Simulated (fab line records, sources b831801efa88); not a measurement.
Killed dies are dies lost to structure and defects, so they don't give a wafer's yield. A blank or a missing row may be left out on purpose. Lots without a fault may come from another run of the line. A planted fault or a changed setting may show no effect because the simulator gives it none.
Problem report in the 8D (eight disciplines) form, filled by code | flow sky130 | the parts of the form that need people (team, actions taken, sign-off) are left out

1. THE PROBLEM
spin_speed_rpm at SKY_LDD_P_COAT_02 reads a mean of 3066.4 rpm on 6 wafers of 2 lots; wafers without a fault read 3000.1 rpm with a standard deviation of 1.8. That is +37 standard deviations from the usual mean.
The step: resist thk 1140 nm.
First seen on wafer L687.1, day 26 15:38, on litho_track-01. The record holds 39 wafers of 13 lots with a number at this step. Rule for "out", or "out of limits": more than 4 standard deviations from the usual mean. The other wafers with a number count as sound.

2. WHAT IT IS AND WHAT IT IS NOT
question                    | is                     | is not
which readings at this step | spin_speed_rpm         | -
which lots                  | L687, L689             | L670, L671, L673, L674, L675, L676, L677, L678, L679, L690, L691
which wafers of those lots  | all that have a number | -
read on which tools         | litho_track-01         | litho_track-02, litho_track-03
when                        | from day 26 15:38      | up to then (27 sound wafers); but 6 sound wafers of L690, L691 came after

3. SUSPECTS, AND WHAT RULES EACH OUT
Counting: a tool at a process step up to the reading stays a suspect if it ran every lot that is out and no sound lot after the first of them.
- litho_track-01 at SKY_LDD_P_COAT_02 (resist thk 1140 nm): kept. It ran every lot that is out, first L687 (day 26 15:38), and no sound lot after that; its last sound lot up to then is L677 (day 21 22:50). Its own readings are out on those wafers: spin_speed_rpm.
Left after counting: litho_track-01 at SKY_LDD_P_COAT_02.

4. THE CAUSE (what the simulator had put in)
Process parameter drift: litho_track-01, from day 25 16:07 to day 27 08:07, at SKY_LDD_P_COAT_02. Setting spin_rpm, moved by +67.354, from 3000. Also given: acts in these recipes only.
Counting left only this tool.

5. THE CHAIN OF EFFECTS, in route order
Each row: a reading whose mean over the struck wafers that have a number lies more than 3 standard deviations from the usual. Only readings for which the record gives a usual standard deviation are gone through. hours: the time from each lot's start at the first step in this table that gives one to its start at this step, as a median over the lots. sigmas: the change in usual standard deviations.
hours | step               | reading                  | usual      | on struck wafers | change | sigmas
0     | SKY_LDD_P_COAT_02  | spin_speed_rpm           | 3000.1 rpm | 3066.4           | +66.3  | +37
15    | SKY_LDD_P_STRIP_10 | strip_time_to_endpoint_s | 14.17 s    | 14.02            | -0.15  | -4.4
The process steps in it:
- SKY_LDD_P_COAT_02: resist thk 1140 nm.
- SKY_LDD_P_STRIP_10: strips in O2/N2.
Later measuring or inspecting steps at which every struck wafer that the step has a row for has a number for every such reading, and none has moved that far: SKY_LDD_P_TW_MEAS_11, SKY_LDD_HVN_OVL_MEAS_07.

6. WHAT WOULD HAVE CAUGHT IT SOONER
In this record the first reading out of limits was taken at day 26 15:38, 24 hours after the fault began at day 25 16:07.
